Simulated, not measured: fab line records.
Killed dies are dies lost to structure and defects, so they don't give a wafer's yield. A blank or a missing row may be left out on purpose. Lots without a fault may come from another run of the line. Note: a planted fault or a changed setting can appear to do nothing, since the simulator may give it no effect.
fab line records ; flow gf180mcu ; part 2 of 2: steps 32 to 41 of 41
record: lots: 5; wafers: 15; last-day: 33
route steps=602 shown M2@368 V2@382
lots untouched by any fault: they come from a run of this same line in which no faults occurred
start-h: start of the lot's first displayed wafer, in hours after the record's first day ; wait-h: hours since the lot's step before ; " unchanged from the row above ; L1.1+2: a row that stands for several wafers ; - either no value or no given start ; * or withheld: withheld ; < > ~ a bound
route shown NAME@n: a module of which the file shows steps, and the number in the route of the first ; usual: the fault-free wafers' mean and standard deviation ; same: alike in all rows ; chamber/n: place in a boat ; sites: per-site readings ; _std_site: the values' standard deviation ; _edge_site: outer sites' mean less inner sites' ; radius-mm: how far each site lies from the wafer's centre ; mask NAME#n: copy n ; behind: the last tool/chamber to shape the wafer ; hold: why the lot was held/for how many hours/how that ended ; device: transistor that didn't switch, given as n, p or np ; end of line: tests of these same wafers at the route's end ; a step given without rows: its recipe and nothing more ; killed: count of dies lost to structure and defects at first sort (not the wafer's yield) ; map: dies across one wafer; x = killed, . = not, _ = none there
set.NAME: the run value of the setting; set.NAME@STEP: its run value at that earlier step ; model.NAME: the simulator's own value behind a step, which no gauge read
lots at some steps of the route; a table a step, a row a wafer
services: when a tool's chamber went out of use (start-h, in hours from the record's first day, below 0 if earlier), for how many hours, and the reason
== steps ==
step: GF_V2_ETCH_17
recipe: chemistry: C4F8/O2/Ar; mask-material: KrF; target: SiO2; stop-on: TiN; source-w: 1500; bias-w: 1200; pressure-mtorr: 40; c4f8-flow-sccm: withheld; O2_flow_sccm: 6; Ar_flow_sccm: 300; time-s: withheld; target-depth-a: 6300
usual: oes-product-au: 0.856/0.0047
lot.wafer;tool;chamber;start-h;wait-h;oes-product-au
L079.4;rie-diel-02;1;-;-;0.855
L079.5;rie-diel-02;2;-;-;0.857
L079.6;rie-diel-02;3;-;-;0.856
L078.3;rie-diel-04;3;-;-;0.848
L078.5;rie-diel-04;0;-;-;0.858
L078.6;rie-diel-04;3;-;-;0.856
L081.3;rie-diel-02;3;-;-;0.843
L081.5;rie-diel-02;3;-;-;0.862
L081.6;rie-diel-02;0;-;-;0.850
L083.1;rie-diel-04;1;-;-;0.858
L083.5;rie-diel-04;2;-;-;0.854
L083.6;rie-diel-04;1;-;-;0.860
L092.2;rie-diel-02;0;-;-;0.850
L092.5;rie-diel-02;1;-;-;0.857
L092.6;rie-diel-02;2;-;-;0.853
step: GF_V2_STRIP_18
recipe: chemistry: O2/N2; power-w: 1400; pressure-mtorr: 1500; platen-temp-c: 250; o2-flow-sccm: 3000; n2-flow-sccm: 300; overash-fraction: 0.5
usual: drypump-motor-current-A: 5.58/0.25; heater-power-w: 347/36; o2-flow-sccm: 2999/9; oes-product-au: 0.592/0.0049
same: overash-fraction: 0.5
lot.wafer;tool;chamber;start-h;wait-h;drypump-motor-current-A;heater-power-w;o2-flow-sccm;oes-product-au;rf-hours-counter-h
L079.4;plasma-asher-01;0;509.52;-;5.27;332;3000;0.593;-
L079.5;plasma-asher-01;1;509.52;-;5.37;316;2994;0.594;-
L079.6;plasma-asher-01;0;509.52;-;5.27;323;3005;0.585;-
L078.3;plasma-asher-02;1;510.87;-;5.57;331;3013;0.600;-
L078.5;plasma-asher-02;0;510.87;-;5.95;328;2990;0.589;-
L078.6;plasma-asher-02;1;510.87;-;5.56;335;3004;0.590;-
L081.3;plasma-asher-02;1;526.62;-;5.54;341;3003;0.592;-
L081.5;plasma-asher-02;0;526.62;-;5.98;325;2996;0.593;-
L081.6;plasma-asher-02;1;526.62;-;5.58;336;2999;0.589;-
L083.1;plasma-asher-01;1;556.78;-;5.32;327;2984;0.588;14
L083.5;plasma-asher-01;0;556.78;-;5.28;335;3007;0.595;-
L083.6;plasma-asher-01;1;556.78;-;5.32;316;2997;0.595;-
L092.2;plasma-asher-02;1;615.38;-;5.55;339;3011;0.596;48
L092.5;plasma-asher-02;1;615.38;-;5.56;340;3023;0.595;-
L092.6;plasma-asher-02;0;615.38;-;5.95;326;3000;0.589;-
step: GF_V2_STRIP_19
recipe: chemistry: post-etch-residue-remover; time-s: 1200; temp-c: 72.5
lot.wafer;tool;chamber;start-h;wait-h
L079.4+5+6;wet-bench-01;1;509.58;0.0
L078.3+5+6;wet-bench-04;1;510.94;0.0
L081.3+5+6;wet-bench-03;1;526.68;0.0
L083.1+5+6;wet-bench-04;1;556.88;0.1
L092.2+5+6;wet-bench-04;0;615.48;0.1
step: GF_V2_CLEAN_20
recipe: chemistry: DIW; dry: n2-spin
lot.wafer;tool;chamber;start-h;wait-h
L079.4+5+6;wet-bench-04;1;509.96;0.0
L078.3+5+6;wet-bench-03;3;511.28;0.0
L081.3+5+6;wet-bench-04;0;527.06;0.0
L083.1+5+6;wet-bench-03;2;557.26;0.0
L092.2+5+6;wet-bench-03;0;615.82;0.0
step: GF_V2_SPUTTER_21
recipe: material: Ti; target-thk-nm: 15; chamber-pressure-pa: 5; power-w: 2500; substrate-temp-c: 200; time-s: 80.02
usual: throttle-valve-pct: 30.6/0.95
lot.wafer;tool;chamber;start-h;wait-h;throttle-valve-pct
L079.4;pvd-sputter-03;-;510.05;0.0;30.2
L079.5;pvd-sputter-03;-;510.05;0.0;32.3
L079.6;pvd-sputter-03;-;510.05;0.0;30.2
L078.3;pvd-sputter-04;-;511.38;0.0;30.7
L078.5;pvd-sputter-04;-;511.38;0.0;30.0
L078.6;pvd-sputter-04;-;511.38;0.0;31.6
L081.3;pvd-sputter-02;-;527.15;0.0;30.3
L081.5;pvd-sputter-02;-;527.15;0.0;30.0
L081.6;pvd-sputter-02;-;527.15;0.0;30.1
L083.1;pvd-sputter-03;-;557.35;0.0;30.1
L083.5;pvd-sputter-03;-;557.35;0.0;32.4
L083.6;pvd-sputter-03;-;557.35;0.0;29.8
L092.2;pvd-sputter-04;-;615.92;0.0;31.2
L092.5;pvd-sputter-04;-;615.92;0.0;30.9
L092.6;pvd-sputter-04;-;615.92;0.0;30.2
step: GF_V2_SPUTTER_22
recipe: material: TiN; target-thk-nm: 10; chamber-pressure-pa: 5; power-w: 4000; time-s: 40
usual: throttle-valve-pct: 30.6/0.96
lot.wafer;tool;chamber;start-h;wait-h;throttle-valve-pct
L079.4;pvd-sputter-03;-;510.11;0.0;30.3
L079.5;pvd-sputter-03;-;510.11;0.0;32.2
L079.6;pvd-sputter-03;-;510.11;0.0;29.9
L078.3;pvd-sputter-04;-;511.44;0.0;30.8
L078.5;pvd-sputter-04;-;511.44;0.0;30.0
L078.6;pvd-sputter-04;-;511.44;0.0;31.4
L081.3;pvd-sputter-02;-;527.21;0.0;30.2
L081.5;pvd-sputter-02;-;527.21;0.0;30.4
L081.6;pvd-sputter-02;-;527.21;0.0;29.9
L083.1;pvd-sputter-03;-;557.41;0.0;30.0
L083.5;pvd-sputter-03;-;557.41;0.0;32.6
L083.6;pvd-sputter-03;-;557.41;0.0;29.9
L092.2;pvd-sputter-04;-;615.99;0.0;30.9
L092.5;pvd-sputter-04;-;615.99;0.0;30.9
L092.6;pvd-sputter-04;-;615.99;0.0;29.8
step: GF_V2_CVD_23
recipe: material: W; target-thk-nm: 350; time-s: 104.94; temp-c: 400; pressure-torr: 40
usual: heater-power-w: 784/61
lot.wafer;tool;chamber;start-h;wait-h;heater-power-w
L079.4;cvd-w-01;1;510.19;0.1;778
L079.5;cvd-w-01;1;510.19;0.1;767
L079.6;cvd-w-01;0;510.19;0.1;851
L078.3;cvd-w-02;0;511.51;0.1;693
L078.5;cvd-w-02;1;511.51;0.1;811
L078.6;cvd-w-02;0;511.51;0.1;726
L081.3;cvd-w-02;0;527.29;0.1;693
L081.5;cvd-w-02;1;527.29;0.1;801
L081.6;cvd-w-02;0;527.29;0.1;704
L083.1;cvd-w-01;0;557.45;0.0;860
L083.5;cvd-w-01;0;557.45;0.0;869
L083.6;cvd-w-01;1;557.45;0.0;760
L092.2;cvd-w-01;1;616.02;0.0;763
L092.5;cvd-w-01;0;616.02;0.0;857
L092.6;cvd-w-01;1;616.02;0.0;771
step: GF_V2_RS_MEAS_24
recipe: thk-meas-gauge: four-point-probe; reads: W_of_V2_CVD_23+TiN_of_V2_SPUTTER_22+Ti_of_V2_SPUTTER_21
usual: V2_W_RS: 0.326/0.0034
lot.wafer;tool;chamber;start-h;wait-h;V2_W_RS[ohm/sq]
L079.4;film-metro-03;-;510.32;0.1;0.327
L079.5;film-metro-03;-;510.32;0.1;0.332
L079.6;film-metro-03;-;510.32;0.1;0.323
L078.3;film-metro-01;-;511.63;0.1;0.327
L078.5;film-metro-01;-;511.63;0.1;0.324
L078.6;film-metro-01;-;511.63;0.1;0.326
L081.3;film-metro-01;-;527.40;0.1;0.323
L081.5;film-metro-01;-;527.40;0.1;0.321
L081.6;film-metro-01;-;527.40;0.1;0.325
L083.1;film-metro-03;-;557.56;0.1;0.325
L083.5;film-metro-03;-;557.56;0.1;0.323
L083.6;film-metro-03;-;557.56;0.1;0.327
L092.2;film-metro-03;-;616.16;0.1;0.324
L092.5;film-metro-03;-;616.16;0.1;0.324
L092.6;film-metro-03;-;616.16;0.1;0.324
step: GF_V2_THK_MEAS_25
recipe: thk-meas-gauge: xrf; reads: W_of_V2_CVD_23
usual: V2_W_THK: 353/4.9
lot.wafer;tool;chamber;start-h;wait-h;V2_W_THK[nm]
L079.4;film-metro-03;-;510.41;0.1;352
L079.5;film-metro-03;-;510.41;0.1;349
L079.6;film-metro-03;-;510.41;0.1;356
L078.3;film-metro-01;-;511.73;0.1;351
L078.5;film-metro-01;-;511.73;0.1;356
L078.6;film-metro-01;-;511.73;0.1;353
L081.3;film-metro-01;-;527.50;0.1;355
L081.5;film-metro-01;-;527.50;0.1;360
L081.6;film-metro-01;-;527.50;0.1;354
L083.1;film-metro-03;-;557.68;0.1;356
L083.5;film-metro-03;-;557.68;0.1;354
L083.6;film-metro-03;-;557.68;0.1;353
L092.2;film-metro-03;-;616.27;0.1;352
L092.5;film-metro-03;-;616.27;0.1;352
L092.6;film-metro-03;-;616.27;0.1;353
step: GF_V2_CMP_26
recipe: stop-on: SiO2; down-force-psi: 3.5; platen-rpm: 60; t-overpolish-s: 15; target-thk-nm: 0; pad-velocity-m-s: 0.94248
usual: motor-current-A: 11.5/1.2; overpolish-run-s: 14.999/0.0095; time-to-endpoint-s: 84/3.4
lot.wafer;tool;chamber;start-h;wait-h;motor-current-A;overpolish-run-s;time-to-endpoint-s
L079.4;cmp-02;0;510.44;0.0;12.5;15.013;81
L079.5;cmp-02;0;510.44;0.0;12.8;15.014;81
L079.6;cmp-02;1;510.44;0.0;10.7;15.000;86
L078.3;cmp-01;3;511.87;0.1;13.0;14.997;84
L078.6;cmp-01;1;511.87;0.1;10.3;14.993;81
L078.5;cmp-01;2;511.87;0.1;10.9;14.984;84
L081.3;cmp-02;3;527.54;0.0;12.4;15.008;82
L081.5;cmp-02;3;527.54;0.0;12.1;15.003;82
L081.6;cmp-02;0;527.54;0.0;12.8;15.002;86
L083.1;cmp-02;0;557.79;0.1;12.9;15.006;77
L083.5;cmp-02;3;557.79;0.1;12.4;15.003;80
L083.6;cmp-02;0;557.79;0.1;13.2;15.003;76
L092.2;cmp-02;1;616.37;0.1;10.9;14.997;93
L092.5;cmp-02;0;616.37;0.1;13.1;14.990;86
L092.6;cmp-02;1;616.37;0.1;11.3;14.998;92
== services ==
tool;chamber;start-h;hours;kind
krf-scanner-02;-;447.44;0.8;pm
cmp-02;-;450.03;0.6;repair
rie-diel-04;-;454.14;1.0;repair
rie-diel-04;2;477.25;15.8;repair
pvd-sputter-04;-;497.27;3.0;repair
rie-diel-02;0;502.22;21.8;repair
krf-scanner-01;-;515.19;0.8;pm
krf-scanner-02;-;527.35;0.2;repair
krf-scanner-02;-;530.12;0.1;repair
cmp-02;-;532.02;9.5;pm
rie-diel-04;3;537.96;44.6;repair
krf-scanner-02;-;541.14;1.3;pm
wet-bench-03;-;545.23;3.7;repair
wet-bench-03;-;554.23;1.9;pm
krf-scanner-01;-;554.30;1.0;pm
krf-scanner-01;-;559.16;11.6;pm
cmp-02;-;572.00;4.0;pm
krf-scanner-02;-;581.99;3.6;pm
rie-diel-02;3;583.94;7.8;repair
krf-scanner-01;-;596.25;1.3;pm
krf-scanner-02;-;604.97;1.0;pm
rie-diel-02;1;616.00;30.3;repair
krf-scanner-02;-;616.24;0.8;pm
wet-bench-04;-;616.56;1.2;repair
